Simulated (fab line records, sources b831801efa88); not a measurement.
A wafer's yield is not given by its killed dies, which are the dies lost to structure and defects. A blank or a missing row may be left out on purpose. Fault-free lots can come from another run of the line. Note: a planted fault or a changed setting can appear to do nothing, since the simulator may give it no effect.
Which tool was responsible? || flow sky130 || Sampling: 12 lots, 36 wafers, 5 of 708 route steps

WHAT EACH GAUGE READ, for each wafer
The record lacks any reading of a measuring or inspecting step that a usual standard deviation could be used to judge.

EACH LOT AND THE TOOL THAT RAN IT (in order: tool; ch and the chambers of the sampled wafers; start)
{"lot": "L254", "SKY_VT_ADJUST_HVTR_STRIP_10": "plasmaAsher-03 ch 0, day 9 08:29", "SKY_LI_CONTACT_CMP_02": "cmp-01 ch 0,1,3, day 27 19:02", "SKY_METAL1_SPUTTER_02": "pvdSputter-03, day 31 10:03", "SKY_METAL1_ETCH_18": "rieMetal-03 ch 0, day 32 13:36", "SKY_PAD_OPEN_PROBE_99": "-"}
{"lot": "L255", "SKY_VT_ADJUST_HVTR_STRIP_10": "plasmaAsher-03 ch 0, day 9 14:31", "SKY_LI_CONTACT_CMP_02": "cmp-01 ch 1,2,3, day 28 00:59", "SKY_METAL1_SPUTTER_02": "pvdSputter-03, day 31 17:50", "SKY_METAL1_ETCH_18": "rieMetal-04 ch 0, day 32 20:41", "SKY_PAD_OPEN_PROBE_99": "-"}
{"lot": "L256", "SKY_VT_ADJUST_HVTR_STRIP_10": "plasmaAsher-01 ch 0,1, day 10 03:58", "SKY_LI_CONTACT_CMP_02": "cmp-02 ch 0,1, day 28 18:21", "SKY_METAL1_SPUTTER_02": "pvdSputter-03, day 32 09:56", "SKY_METAL1_ETCH_18": "rieMetal-01 ch 0,1, day 33 13:12", "SKY_PAD_OPEN_PROBE_99": "-"}
{"lot": "L258", "SKY_VT_ADJUST_HVTR_STRIP_10": "plasmaAsher-01 ch 0,1, day 10 16:43", "SKY_LI_CONTACT_CMP_02": "cmp-01 ch 1,2, day 29 09:08", "SKY_METAL1_SPUTTER_02": "pvdSputter-04, day 33 01:44", "SKY_METAL1_ETCH_18": "rieMetal-01 ch 0,1, day 34 04:13", "SKY_PAD_OPEN_PROBE_99": "-"}
{"lot": "L261", "SKY_VT_ADJUST_HVTR_STRIP_10": "plasmaAsher-03 ch 0,1, day 11 19:25", "SKY_LI_CONTACT_CMP_02": "cmp-01 ch 0,2, day 30 18:38", "SKY_METAL1_SPUTTER_02": "pvdSputter-03, day 34 07:02", "SKY_METAL1_ETCH_18": "rieMetal-03 ch 0,1, day 35 09:48", "SKY_PAD_OPEN_PROBE_99": "-"}
{"lot": "L263", "SKY_VT_ADJUST_HVTR_STRIP_10": "plasmaAsher-02 ch 0,1, day 12 09:10", "SKY_LI_CONTACT_CMP_02": "cmp-02 ch 0,2,3, day 31 04:27", "SKY_METAL1_SPUTTER_02": "pvdSputter-04, day 34 17:29", "SKY_METAL1_ETCH_18": "rieMetal-01 ch 1, day 35 20:15", "SKY_PAD_OPEN_PROBE_99": "-"}
{"lot": "L265", "SKY_VT_ADJUST_HVTR_STRIP_10": "plasmaAsher-03 ch 0,1, day 12 19:51", "SKY_LI_CONTACT_CMP_02": "cmp-02 ch 2,3, day 31 17:56", "SKY_METAL1_SPUTTER_02": "pvdSputter-02, day 35 06:19", "SKY_METAL1_ETCH_18": "rieMetal-03 ch 0,1, day 36 08:25", "SKY_PAD_OPEN_PROBE_99": "prober-01, day 48 11:26"}
{"lot": "L272", "SKY_VT_ADJUST_HVTR_STRIP_10": "plasmaAsher-03 ch 0,1, day 14 21:24", "SKY_LI_CONTACT_CMP_02": "cmp-01 ch 0,3, day 33 20:38", "SKY_METAL1_SPUTTER_02": "pvdSputter-04, day 37 07:29", "SKY_METAL1_ETCH_18": "rieMetal-03 ch 0, day 38 08:36", "SKY_PAD_OPEN_PROBE_99": "-"}
{"lot": "L273", "SKY_VT_ADJUST_HVTR_STRIP_10": "plasmaAsher-02 ch 0, day 15 04:52", "SKY_LI_CONTACT_CMP_02": "cmp-01 ch 1,2,3, day 34 03:01", "SKY_METAL1_SPUTTER_02": "pvdSputter-03, day 37 13:53", "SKY_METAL1_ETCH_18": "rieMetal-03 ch 0,1, day 38 15:29", "SKY_PAD_OPEN_PROBE_99": "prober-01, day 50 02:01"}
{"lot": "L274", "SKY_VT_ADJUST_HVTR_STRIP_10": "plasmaAsher-02 ch 0,1, day 15 15:04", "SKY_LI_CONTACT_CMP_02": "cmp-02 ch 1,2,3, day 34 11:20", "SKY_METAL1_SPUTTER_02": "pvdSputter-02, day 37 22:11", "SKY_METAL1_ETCH_18": "rieMetal-01 ch 0,1, day 38 23:27", "SKY_PAD_OPEN_PROBE_99": "-"}
{"lot": "L276", "SKY_VT_ADJUST_HVTR_STRIP_10": "plasmaAsher-03 ch 0,1, day 16 08:00", "SKY_LI_CONTACT_CMP_02": "cmp-01 ch 1,2,3, day 35 01:38", "SKY_METAL1_SPUTTER_02": "pvdSputter-04, day 38 12:08", "SKY_METAL1_ETCH_18": "rieMetal-04 ch 0,1, day 39 12:17", "SKY_PAD_OPEN_PROBE_99": "prober-02, day 50 16:51"}
{"lot": "L277", "SKY_VT_ADJUST_HVTR_STRIP_10": "plasmaAsher-01 ch 0,1, day 16 14:30", "SKY_LI_CONTACT_CMP_02": "cmp-02 ch 0,1,3, day 35 03:26", "SKY_METAL1_SPUTTER_02": "pvdSputter-03, day 38 13:19", "SKY_METAL1_ETCH_18": "rieMetal-01 ch 0,1, day 39 14:00", "SKY_PAD_OPEN_PROBE_99": "prober-01, day 50 18:35"}
- SKY_VT_ADJUST_HVTR_STRIP_10: strips in O2/N2.
- SKY_LI_CONTACT_CMP_02: polishes PSG.
- SKY_METAL1_SPUTTER_02: material AlCu, target thk 250 nm, time 13.3 s.
- SKY_METAL1_ETCH_18: etches BARC in N2/H2, stops on SiO2, time 45.9 s, target depth 60 nm.
- SKY_PAD_OPEN_PROBE_99

WHAT THE TOOLS THEMSELVES READ (means of the sampled wafers that have a number; where no wafer has one, the mark that the record gives instead)
SKY_VT_ADJUST_HVTR_STRIP_10. Usual: drypumpMotorCurrentA 5.4 A, standard deviation 0.53; n2FlowSccm 299.9 sccm, standard deviation 0.84; oesProductAu 0.716 a.u., standard deviation 0.0044; stripTimeToEndpointS 14.16 s, standard deviation 0.035.
{"lot": "L254", "tool": "plasmaAsher-03", "drypumpMotorCurrentA (A)": 5.7, "n2FlowSccm (sccm)": 299.3, "oesProductAu (a.u.)": 0.713, "stripTimeToEndpointS (s)": 14.12, "flag": ""}
{"lot": "L255", "tool": "plasmaAsher-03", "drypumpMotorCurrentA (A)": 5.7, "n2FlowSccm (sccm)": 299.0, "oesProductAu (a.u.)": 0.720, "stripTimeToEndpointS (s)": 14.14, "flag": ""}
{"lot": "L256", "tool": "plasmaAsher-01", "drypumpMotorCurrentA (A)": 5.3, "n2FlowSccm (sccm)": 299.6, "oesProductAu (a.u.)": 0.717, "stripTimeToEndpointS (s)": 14.16, "flag": ""}
{"lot": "L258", "tool": "plasmaAsher-01", "drypumpMotorCurrentA (A)": 5.3, "n2FlowSccm (sccm)": 300.9, "oesProductAu (a.u.)": 0.717, "stripTimeToEndpointS (s)": 14.18, "flag": ""}
{"lot": "L261", "tool": "plasmaAsher-03", "drypumpMotorCurrentA (A)": 5.0, "n2FlowSccm (sccm)": 299.9, "oesProductAu (a.u.)": 0.714, "stripTimeToEndpointS (s)": 14.20, "flag": ""}
{"lot": "L263", "tool": "plasmaAsher-02", "drypumpMotorCurrentA (A)": 5.9, "n2FlowSccm (sccm)": 301.0, "oesProductAu (a.u.)": 0.712, "stripTimeToEndpointS (s)": 14.15, "flag": ""}
{"lot": "L265", "tool": "plasmaAsher-03", "drypumpMotorCurrentA (A)": 5.0, "n2FlowSccm (sccm)": 300.6, "oesProductAu (a.u.)": 0.890, "stripTimeToEndpointS (s)": "-", "flag": "OFF"}
{"lot": "L272", "tool": "plasmaAsher-03", "drypumpMotorCurrentA (A)": 5.3, "n2FlowSccm (sccm)": 300.3, "oesProductAu (a.u.)": 0.717, "stripTimeToEndpointS (s)": 14.15, "flag": ""}
{"lot": "L273", "tool": "plasmaAsher-02", "drypumpMotorCurrentA (A)": 6.2, "n2FlowSccm (sccm)": 300.4, "oesProductAu (a.u.)": 0.717, "stripTimeToEndpointS (s)": 14.12, "flag": ""}
{"lot": "L274", "tool": "plasmaAsher-02", "drypumpMotorCurrentA (A)": 6.1, "n2FlowSccm (sccm)": 299.5, "oesProductAu (a.u.)": 0.717, "stripTimeToEndpointS (s)": 14.11, "flag": ""}
{"lot": "L276", "tool": "plasmaAsher-03", "drypumpMotorCurrentA (A)": 5.3, "n2FlowSccm (sccm)": 300.1, "oesProductAu (a.u.)": 0.715, "stripTimeToEndpointS (s)": 14.14, "flag": ""}
{"lot": "L277", "tool": "plasmaAsher-01", "drypumpMotorCurrentA (A)": 5.1, "n2FlowSccm (sccm)": 300.5, "oesProductAu (a.u.)": 0.714, "stripTimeToEndpointS (s)": 14.14, "flag": ""}

SKY_LI_CONTACT_CMP_02. Usual: motorCurrentA 11.4 A, standard deviation 1; slurryFlowMlMin 150.0, standard deviation 0.46; timeToEndpointS 30.8 s, standard deviation 2.4.
{"lot": "L254", "tool": "cmp-01", "motorCurrentA (A)": 11.5, "slurryFlowMlMin": 149.9, "timeToEndpointS (s)": 30.4, "flag": ""}
{"lot": "L255", "tool": "cmp-01", "motorCurrentA (A)": 11.3, "slurryFlowMlMin": 150.0, "timeToEndpointS (s)": 32.4, "flag": ""}
{"lot": "L256", "tool": "cmp-02", "motorCurrentA (A)": 11.6, "slurryFlowMlMin": 150.1, "timeToEndpointS (s)": 28.4, "flag": ""}
{"lot": "L258", "tool": "cmp-01", "motorCurrentA (A)": 9.9, "slurryFlowMlMin": 150.3, "timeToEndpointS (s)": 29.3, "flag": ""}
{"lot": "L261", "tool": "cmp-01", "motorCurrentA (A)": 12.4, "slurryFlowMlMin": 150.4, "timeToEndpointS (s)": 28.4, "flag": ""}
{"lot": "L263", "tool": "cmp-02", "motorCurrentA (A)": 11.0, "slurryFlowMlMin": 150.3, "timeToEndpointS (s)": 32.9, "flag": ""}
{"lot": "L265", "tool": "cmp-02", "motorCurrentA (A)": 11.2, "slurryFlowMlMin": 150.4, "timeToEndpointS (s)": 32.0, "flag": ""}
{"lot": "L272", "tool": "cmp-01", "motorCurrentA (A)": 12.5, "slurryFlowMlMin": 149.7, "timeToEndpointS (s)": 29.3, "flag": ""}
{"lot": "L273", "tool": "cmp-01", "motorCurrentA (A)": 11.4, "slurryFlowMlMin": 149.9, "timeToEndpointS (s)": 29.6, "flag": ""}
{"lot": "L274", "tool": "cmp-02", "motorCurrentA (A)": 11.0, "slurryFlowMlMin": 150.1, "timeToEndpointS (s)": 32.6, "flag": ""}
{"lot": "L276", "tool": "cmp-01", "motorCurrentA (A)": 11.0, "slurryFlowMlMin": 149.8, "timeToEndpointS (s)": 32.3, "flag": ""}
{"lot": "L277", "tool": "cmp-02", "motorCurrentA (A)": 11.5, "slurryFlowMlMin": 150.0, "timeToEndpointS (s)": 32.5, "flag": ""}

SKY_METAL1_SPUTTER_02. Usual: throttleValvePct 29.6 %, standard deviation 0.63.
{"lot": "L254", "tool": "pvdSputter-03", "throttleValvePct (%)": 29.7, "flag": ""}
{"lot": "L255", "tool": "pvdSputter-03", "throttleValvePct (%)": 29.8, "flag": ""}
{"lot": "L256", "tool": "pvdSputter-03", "throttleValvePct (%)": 29.3, "flag": ""}
{"lot": "L258", "tool": "pvdSputter-04", "throttleValvePct (%)": 29.3, "flag": ""}
{"lot": "L261", "tool": "pvdSputter-03", "throttleValvePct (%)": 29.1, "flag": ""}
{"lot": "L263", "tool": "pvdSputter-04", "throttleValvePct (%)": 29.7, "flag": ""}
{"lot": "L265", "tool": "pvdSputter-02", "throttleValvePct (%)": 30.1, "flag": ""}
{"lot": "L272", "tool": "pvdSputter-04", "throttleValvePct (%)": 29.1, "flag": ""}
{"lot": "L273", "tool": "pvdSputter-03", "throttleValvePct (%)": 28.9, "flag": ""}
{"lot": "L274", "tool": "pvdSputter-02", "throttleValvePct (%)": 29.8, "flag": ""}
{"lot": "L276", "tool": "pvdSputter-04", "throttleValvePct (%)": 29.7, "flag": ""}
{"lot": "L277", "tool": "pvdSputter-03", "throttleValvePct (%)": 29.2, "flag": ""}

SKY_METAL1_ETCH_18. Usual: drypumpMotorCurrentA 5.5 A, standard deviation 0.54; heBacksideLeakSccm 3.19 sccm, standard deviation 0.17; n2FlowSccm 100.01 sccm, standard deviation 0.29; oesProductAu 0.854 a.u., standard deviation 0.0047; rfFwdPowerW 495.1 W, standard deviation 1.8; throttleValvePct 13.225 %, standard deviation 0.0092.
{"lot": "L254", "tool": "rieMetal-03", "drypumpMotorCurrentA (A)": 5.5, "heBacksideLeakSccm (sccm)": 3.14, "n2FlowSccm (sccm)": 99.66, "oesProductAu (a.u.)": 0.852, "rfFwdPowerW (W)": 495.6, "throttleValvePct (%)": 13.226, "flag": ""}
{"lot": "L255", "tool": "rieMetal-04", "drypumpMotorCurrentA (A)": 5.1, "heBacksideLeakSccm (sccm)": 3.06, "n2FlowSccm (sccm)": 100.02, "oesProductAu (a.u.)": 0.856, "rfFwdPowerW (W)": 492.6, "throttleValvePct (%)": 13.225, "flag": ""}
{"lot": "L256", "tool": "rieMetal-01", "drypumpMotorCurrentA (A)": 5.2, "heBacksideLeakSccm (sccm)": 3.21, "n2FlowSccm (sccm)": 100.49, "oesProductAu (a.u.)": 0.856, "rfFwdPowerW (W)": 495.0, "throttleValvePct (%)": 13.224, "flag": ""}
{"lot": "L258", "tool": "rieMetal-01", "drypumpMotorCurrentA (A)": 5.0, "heBacksideLeakSccm (sccm)": 3.29, "n2FlowSccm (sccm)": 100.21, "oesProductAu (a.u.)": 0.852, "rfFwdPowerW (W)": 494.8, "throttleValvePct (%)": 13.222, "flag": ""}
{"lot": "L261", "tool": "rieMetal-03", "drypumpMotorCurrentA (A)": 6.1, "heBacksideLeakSccm (sccm)": 3.44, "n2FlowSccm (sccm)": 99.93, "oesProductAu (a.u.)": 0.858, "rfFwdPowerW (W)": 496.2, "throttleValvePct (%)": 13.226, "flag": ""}
{"lot": "L263", "tool": "rieMetal-01", "drypumpMotorCurrentA (A)": 5.3, "heBacksideLeakSccm (sccm)": 3.25, "n2FlowSccm (sccm)": 100.21, "oesProductAu (a.u.)": 0.856, "rfFwdPowerW (W)": 492.9, "throttleValvePct (%)": 13.230, "flag": ""}
{"lot": "L265", "tool": "rieMetal-03", "drypumpMotorCurrentA (A)": 5.8, "heBacksideLeakSccm (sccm)": 3.06, "n2FlowSccm (sccm)": 99.95, "oesProductAu (a.u.)": 0.850, "rfFwdPowerW (W)": 497.1, "throttleValvePct (%)": 13.224, "flag": ""}
{"lot": "L272", "tool": "rieMetal-03", "drypumpMotorCurrentA (A)": 5.5, "heBacksideLeakSccm (sccm)": 3.32, "n2FlowSccm (sccm)": 100.17, "oesProductAu (a.u.)": 0.853, "rfFwdPowerW (W)": 496.7, "throttleValvePct (%)": 13.222, "flag": ""}
{"lot": "L273", "tool": "rieMetal-03", "drypumpMotorCurrentA (A)": 5.8, "heBacksideLeakSccm (sccm)": 3.11, "n2FlowSccm (sccm)": 99.68, "oesProductAu (a.u.)": 0.854, "rfFwdPowerW (W)": 495.5, "throttleValvePct (%)": 13.228, "flag": ""}
{"lot": "L274", "tool": "rieMetal-01", "drypumpMotorCurrentA (A)": 5.2, "heBacksideLeakSccm (sccm)": 3.16, "n2FlowSccm (sccm)": 100.06, "oesProductAu (a.u.)": 0.856, "rfFwdPowerW (W)": 493.2, "throttleValvePct (%)": 13.229, "flag": ""}
{"lot": "L276", "tool": "rieMetal-04", "drypumpMotorCurrentA (A)": 5.5, "heBacksideLeakSccm (sccm)": 2.92, "n2FlowSccm (sccm)": 100.03, "oesProductAu (a.u.)": 0.848, "rfFwdPowerW (W)": 494.6, "throttleValvePct (%)": 13.230, "flag": ""}
{"lot": "L277", "tool": "rieMetal-01", "drypumpMotorCurrentA (A)": 5.2, "heBacksideLeakSccm (sccm)": 3.22, "n2FlowSccm (sccm)": 99.85, "oesProductAu (a.u.)": 0.855, "rfFwdPowerW (W)": 493.4, "throttleValvePct (%)": 13.222, "flag": ""}

SKY_PAD_OPEN_PROBE_99. Usual: killed_at_M0_to_M3 43, standard deviation 6.9; killed_at_M4_up 3.2, standard deviation 2; killedAtContacts 25, standard deviation 5.1; killedAtFrontEnd 15, standard deviation 4.5; killedAtOther 0.2, standard deviation 0.51; killedDies 85, standard deviation 9.5; killedOnRim 16, standard deviation 3.7; killedOpen 48, standard deviation 6.9; killedShort 38, standard deviation 6.7.
{"lot": "L265", "tool": "prober-01", "killed_at_M0_to_M3": 49, "killed_at_M4_up": 5.0, "killedAtContacts": 24, "killedAtFrontEnd": 15, "killedAtOther": 0.0, "killedDies": 94, "killedOnRim": 20, "killedOpen": 52, "killedShort": 41, "flag": ""}
{"lot": "L273", "tool": "prober-01", "killed_at_M0_to_M3": 57, "killed_at_M4_up": 2.0, "killedAtContacts": 14, "killedAtFrontEnd": 11, "killedAtOther": 0.0, "killedDies": 84, "killedOnRim": 17, "killedOpen": 45, "killedShort": 39, "flag": ""}
{"lot": "L276", "tool": "prober-02", "killed_at_M0_to_M3": 46, "killed_at_M4_up": 3.3, "killedAtContacts": 29, "killedAtFrontEnd": 15, "killedAtOther": 0.3, "killedDies": 94, "killedOnRim": 17, "killedOpen": 50, "killedShort": 43, "flag": ""}
{"lot": "L277", "tool": "prober-01", "killed_at_M0_to_M3": 33, "killed_at_M4_up": 2.3, "killedAtContacts": 27, "killedAtFrontEnd": 14, "killedAtOther": 0.0, "killedDies": 76, "killedOnRim": 15, "killedOpen": 44, "killedShort": 32, "flag": ""}

THE ANSWER, worked out from the rows above alone
Rule: lot off if the mean of its wafers having a number is beyond 3 standard deviations from the usual mean. A lot without any number at a reading at which 4 lots or more have one is off too. The other lots that the step has rows for count as sound. The gauges are gone through in route order, then the tools' own readings, and for those a lot's mean is taken as printed above. At the first step where some lot is off, the reading lying furthest off is the one used; lots without a number count as furthest.
Off at SKY_VT_ADJUST_HVTR_STRIP_10 (stripTimeToEndpointS): L265. Without a number there: L265.
A tool fits if, at that step or a process step before it, it ran every lot that is off, and no sound lot after the first of them. No candidate that was tried fits.

WHAT HAD BEEN PUT IN BY THE SIMULATOR
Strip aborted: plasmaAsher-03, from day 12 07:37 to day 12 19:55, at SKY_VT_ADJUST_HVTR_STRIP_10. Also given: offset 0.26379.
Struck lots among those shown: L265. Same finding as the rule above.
